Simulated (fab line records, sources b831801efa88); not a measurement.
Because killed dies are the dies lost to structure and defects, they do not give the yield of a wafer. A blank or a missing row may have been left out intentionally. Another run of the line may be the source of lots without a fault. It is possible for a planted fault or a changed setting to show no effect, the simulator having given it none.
Comparing a struck lot with a sound one / flow sky130 / 15 out of 708 route steps
Sound: wafers L362.1, L362.4, L362.6. Struck: wafers L370.1, L370.3, L370.5. The cause is named last.
Per side, at each step with rows, come the tool, then ch with its chambers, and then its first start. Under that, the readings that differ: sound wafers / struck wafers / difference of the means / sigmas: that difference in standard deviations of wafers without a fault.
alike: words and numbers the same on both sides, and readings whose means are apart by under 2 such deviations; not compared: readings that were withheld, readings missing a value for some wafer, numbers with overlapping values and no deviation given by the record, and bounds like >300 which may hide the same value.
Wherever a step has rows on one side only, a row that says differs or no value, or a row with sigmas, the two part there. When numbers do not overlap yet have no deviation, they are printed without sigmas and do not part them. A reading missing from all wafers of one side parts the sides only when that side holds two or more wafers.

first, 8 steps without rows for these wafers: SKY_METAL4_DEHYDRATE_05 (time 60 s); SKY_METAL4_HMDS_06 (prime time 60 s); SKY_METAL4_COAT_07 (resist thk 60 nm); SKY_METAL4_COAT_08 (resist thk 1140 nm); SKY_METAL4_SOFTBAKE_09 (time 90 s); SKY_METAL4_EXPOSE_10 (exposes mask MM4, target cd 300 nm); SKY_METAL4_PEB_11; SKY_METAL4_DEVELOP_12 (develop time 60 s).
SKY_METAL4_CD_MEAS_13: the cd target is 300 nm.
  struck on cd_sem-01, day 45 18:19; sound on cd_sem-02, day 43 06:09
  alike: cd_nm
SKY_METAL4_OVL_MEAS_14:
  struck on overlay-02, day 45 18:26; sound on overlay-02, day 43 06:16
  alike: METAL4_OVL
SKY_METAL4_DESCUM_15: chemistry O2, time 8 s.
  sound on rie_metal-01 ch 1, day 43 06:19; struck on rie_metal-04 ch 1, day 45 18:28
  alike: drypump_motor_current_A, oes_product_au
  not compared: rf_hours_counter_h
SKY_METAL4_ETCH_16: etches BARC in N2/H2, stops on SiO2, time 88.2 s, target depth 60 nm.
  sound on rie_metal-01 ch 1, day 43 06:20; struck on rie_metal-04 ch 1, day 45 18:30
  alike: bias_w, drypump_motor_current_A, oes_product_au, throttle_valve_pct
  not compared: rf_hours_counter_h
SKY_METAL4_ETCH_17: etches SiO2 in C4F8/O2/Ar, stops on TiN, time 3.9 s, target depth 15 nm.
  sound on rie_diel-04 ch 1,2,3, day 43 06:26; struck on rie_diel-04 ch 0,2,3, day 45 18:36
reading=oes_product_au (a.u.); sound=0.752 0.766 0.762; struck=0.688 0.691 0.701; difference=-0.067; sigmas=-10
  alike: bias_w
  not compared: rf_hours_counter_h
SKY_METAL4_METAL_ETCH_18: etches the open film in Cl2/BCl3, stops on SiO2, target depth 845 nm, time 183.1 s.
  sound on rie_metal-04 ch 0,1, day 43 06:28; struck on rie_metal-01 ch 0,1, day 45 18:37
  alike: bias_w, drypump_motor_current_A, oes_product_au, throttle_valve_pct
  not compared: rf_hours_counter_h
following that, these wafers have no rows for 1 step: SKY_PAD_OPEN_PROBE_99.

WHERE THEY PART
Within this record, at SKY_METAL4_ETCH_17 only. Later steps at which nothing parts them and some readings are alike: SKY_METAL4_METAL_ETCH_18.

WHY: the cause the simulator had injected
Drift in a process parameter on rie_diel-04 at SKY_METAL4_ETCH_17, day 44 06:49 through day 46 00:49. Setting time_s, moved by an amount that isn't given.
